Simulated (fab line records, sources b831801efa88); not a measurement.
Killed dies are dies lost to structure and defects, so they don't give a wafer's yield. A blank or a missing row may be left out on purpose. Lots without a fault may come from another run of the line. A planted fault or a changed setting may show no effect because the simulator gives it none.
Which tool did it? | flow sky130 | 11 lots, 33 wafers sampled, at 5 steps of a route of 708

WHAT THE GAUGES READ, wafer by wafer
SKY_NWELL_OVL_MEAS_23. Usual: NWELL_01_OVL 0.3 nm, standard deviation 1.6.
lot  | measured     | on         | NWELL_01_OVL (nm) | flag
L731 | day 5 06:25  | overlay-01 | -1.8 -1.1 -2.1    |
L732 | day 5 13:31  | overlay-02 | 1.2 2.7 -0.7      |
L733 | day 5 20:13  | overlay-02 | -1.8 -1.5 -1.8    |
L737 | day 6 21:53  | overlay-01 | 0.6 -1.5 0.6      |
L738 | day 7 07:23  | overlay-02 | -1.0 1.0 0.6      |
L739 | day 7 16:37  | overlay-02 | 1.1 1.5 1.5       |
L741 | day 8 00:55  | overlay-01 | 0.3 -0.3 1.1      |
L740 | day 8 01:16  | overlay-01 | -2.1 -2.1 -1.6    |
L742 | day 8 06:55  | overlay-01 | 1.5 0.4 0.7       |
L750 | day 10 02:55 | overlay-02 | 0.2 1.7 1.7       |
L752 | day 10 12:53 | overlay-02 | 1.2 1.6 2.5       |

SKY_VT_ADJUST_LVTN_OVL_MEAS_18. Usual: VT_ADJUST_LVTN_01_OVL -0.5 nm, standard deviation 1.2.
lot  | measured     | on         | VT_ADJUST_LVTN_01_OVL (nm) | flag
L731 | day 7 16:16  | overlay-02 | 0.1 0.5 -0.6               |
L732 | day 8 00:37  | overlay-02 | -2.1 -0.8 0.2              |
L733 | day 8 08:58  | overlay-01 | -0.5 -1.8 -2.8             |
L737 | day 9 12:43  | overlay-01 | 0.7 1.3 2.0                |
L738 | day 9 23:37  | overlay-02 | 0.3 0.7 1.5                |
L739 | day 10 10:19 | overlay-02 | -1.0 -1.0 -0.1             |
L741 | day 10 19:31 | overlay-01 | -0.5 0.0 0.7               |
L740 | day 10 20:52 | overlay-02 | 0.0 1.1 1.1                |
L742 | day 11 00:28 | overlay-01 | -0.4 -0.6 0.0              |
L750 | day 13 02:22 | overlay-01 | -0.7 -1.5 -1.1             |
L752 | day 13 14:31 | overlay-01 | -0.3 -0.4 -0.7             |

SKY_SONOS_TUNNEL_OVL_MEAS_08. Usual: SONOS_TUNNEL_OVL 0.1 nm, standard deviation 1.7.
lot  | measured     | on         | SONOS_TUNNEL_OVL (nm) | flag
L731 | day 11 07:38 | overlay-02 | 1.9 2.5 0.8           |
L732 | day 11 15:20 | overlay-02 | 0.3 1.3 0.0           |
L733 | day 12 04:08 | overlay-02 | 0.6 2.4 -0.9          |
L737 | day 13 12:26 | overlay-01 | 2.7 2.5 1.5           |
L738 | day 14 01:35 | overlay-01 | -84.3 -83.8 -85.5     | OFF
L739 | day 14 13:23 | overlay-02 | -82.5 -81.5 -82.2     | OFF
L741 | day 14 23:38 | overlay-02 | -80.6 -80.7 -80.2     | OFF
L740 | day 15 00:41 | overlay-02 | 1.3 0.5 2.0           |
L742 | day 15 05:44 | overlay-02 | -82.3 -82.5 -83.7     | OFF
L750 | day 17 15:35 | overlay-02 | 3.2 2.8 3.8           |
L752 | day 18 05:59 | overlay-01 | 1.3 0.4 2.0           |

SKY_SONOS_ONO_THK_MEAS_05. Usual: SONOS_ONO_CVD_04_THK 5.74 nm, standard deviation 0.1.
lot  | measured     | on            | SONOS_ONO_CVD_04_THK (nm) | flag
L731 | day 11 13:38 | film_metro-04 | 5.82 5.69 5.75            |
L732 | day 11 22:04 | film_metro-04 | 5.85 5.82 5.71            |
L733 | day 12 12:08 | film_metro-04 | 5.77 5.74 5.90            |
L737 | day 13 19:12 | film_metro-02 | 5.72 5.62 5.76            |
L738 | day 14 06:25 | film_metro-04 | 5.82 5.81 5.80            |
L739 | day 14 23:45 | film_metro-03 | 5.54 5.76 5.72            |
L741 | day 15 05:47 | film_metro-03 | 5.74 5.68 5.55            |
L740 | day 15 07:02 | film_metro-04 | 5.88 5.87 5.74            |
L742 | day 15 12:01 | film_metro-04 | 5.65 5.60 5.54            |
L750 | day 17 21:52 | film_metro-04 | 5.83 5.74 5.78            |
L752 | day 18 15:02 | film_metro-02 | 5.85 5.82 5.92            |

WHICH TOOL RAN EACH LOT (tool, then ch and the chambers of the sampled wafers, then the start)
lot  | SKY_SONOS_TUNNEL_EXPOSE_04
L731 | iline_stepper-02 ch 0, day 10 20:42
L732 | iline_stepper-02 ch 0, day 11 04:04
L733 | iline_stepper-02 ch 0, day 11 15:48
L737 | iline_stepper-01 ch 0, day 13 00:00
L738 | iline_stepper-02 ch 0, day 13 12:26
L739 | iline_stepper-02 ch 0, day 14 00:13
L741 | iline_stepper-02 ch 0, day 14 10:21
L740 | iline_stepper-01 ch 0, day 14 12:05
L742 | iline_stepper-02 ch 0, day 14 16:53
L750 | iline_stepper-01 ch 0, day 17 00:53
L752 | iline_stepper-01 ch 0, day 17 15:49
- SKY_SONOS_TUNNEL_EXPOSE_04: exposes mask TUNM, target cd 410 nm.

WHAT THE TOOLS THEMSELVES READ (means of the sampled wafers that have a number; where no wafer has one, the mark that the record gives instead)
The record holds no such reading with a usual standard deviation.

THE ANSWER, worked out from the rows above alone
Rule: a lot is off if the mean of its wafers that have a number lies more than 3 standard deviations from the usual mean. A lot without any number at a reading at which 4 lots or more have one is off too. The other lots that the step has rows for count as sound. The gauges are gone through in route order, then the tools' own readings, and for those a lot's mean is taken as printed above. The first step at which some lot is off is used, and at that step the reading that is off furthest; a lot without a number counts as furthest.
Off: L738, L739, L741, L742, at SKY_SONOS_TUNNEL_OVL_MEAS_08 (SONOS_TUNNEL_OVL).
A tool fits if, at a process step before that reading, it ran every lot that is off, and no sound lot after the first of them. The gauges at SKY_SONOS_TUNNEL_OVL_MEAS_08 are tried like those tools. One fits: iline_stepper-02 at SKY_SONOS_TUNNEL_EXPOSE_04. Its last sound lot is L733 (day 11 15:48), its first lot that is off L738 (day 13 12:26): a fault that began between those two fits.

WHAT THE SIMULATOR HAD PUT IN
Scanner matching overlay: iline_stepper-02, from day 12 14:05 on, at SKY_SONOS_TUNNEL_EXPOSE_04. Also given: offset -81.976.
Lots struck among those shown: L738, L739, L741, L742. The rule above found the same.
